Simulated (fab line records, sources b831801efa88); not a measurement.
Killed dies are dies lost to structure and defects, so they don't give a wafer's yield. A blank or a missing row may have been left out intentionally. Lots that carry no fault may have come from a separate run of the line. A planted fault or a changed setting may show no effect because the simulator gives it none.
Matching of chambers / flow gf180mcu / GF_V2_CMP_04 on cmp-02: 4 sister chambers
The step polishes SiO2. 4 wafers are shown with their chamber, then 12 later ones without.

## EACH WAFER AND ITS CHAMBER
wafer=L089.6; chamber=0; motorCurrentA (A)=15.7
wafer=L092.2; chamber=1; motorCurrentA (A)=14.5
wafer=L092.4; chamber=2; motorCurrentA (A)=11.0
wafer=L092.6; chamber=3; motorCurrentA (A)=10.3

## WAFERS WHOSE CHAMBER IS MISSING
wafer=L094.1; motorCurrentA (A)=15.4
wafer=L094.5; motorCurrentA (A)=16.5
wafer=L094.6; motorCurrentA (A)=10.5
wafer=L095.1; motorCurrentA (A)=10.7
wafer=L095.2; motorCurrentA (A)=14.9
wafer=L095.3; motorCurrentA (A)=16.8
wafer=L096.1; motorCurrentA (A)=16.6
wafer=L096.3; motorCurrentA (A)=11.5
wafer=L096.6; motorCurrentA (A)=11.2
wafer=L097.1; motorCurrentA (A)=9.8
wafer=L097.2; motorCurrentA (A)=16.1
wafer=L097.3; motorCurrentA (A)=14.7

## CHAMBER TAKEN BY EACH
wafer=L094.1; from the rows above=can't be placed: 0 or 1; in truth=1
wafer=L094.5; from the rows above=0; in truth=0
wafer=L094.6; from the rows above=can't be placed: 3 or 2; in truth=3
wafer=L095.1; from the rows above=can't be placed: 2 or 3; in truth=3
wafer=L095.2; from the rows above=can't be placed: 1 or 0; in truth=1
wafer=L095.3; from the rows above=0; in truth=0
wafer=L096.1; from the rows above=0; in truth=0
wafer=L096.3; from the rows above=can't be placed: 2 or 3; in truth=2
wafer=L096.6; from the rows above=can't be placed: 2 or 3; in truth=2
wafer=L097.1; from the rows above=can't be placed: 3 or 2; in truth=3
wafer=L097.2; from the rows above=0; in truth=0
wafer=L097.3; from the rows above=can't be placed: 1 or 0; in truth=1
Correct placement for 4 of the 12. These rows do not allow placing 8 (true chamber among the candidates in 8). Placed wrongly: 0.
How it was worked out, from the rows above alone: a wafer's distance from a chamber is the root of the sum, over the readings, of the square of ((its reading less the chamber's mean) divided by the reading's scatter). If the next closest chamber is less than 2 further off than the closest, the wafer can't be placed; otherwise it belongs to the closest. For every chamber, the mean is computed from those of its wafers that are shown. The scatter: with one shown wafer a chamber, the root of the mean of the squares of how far each hidden wafer lies from its nearest shown one.
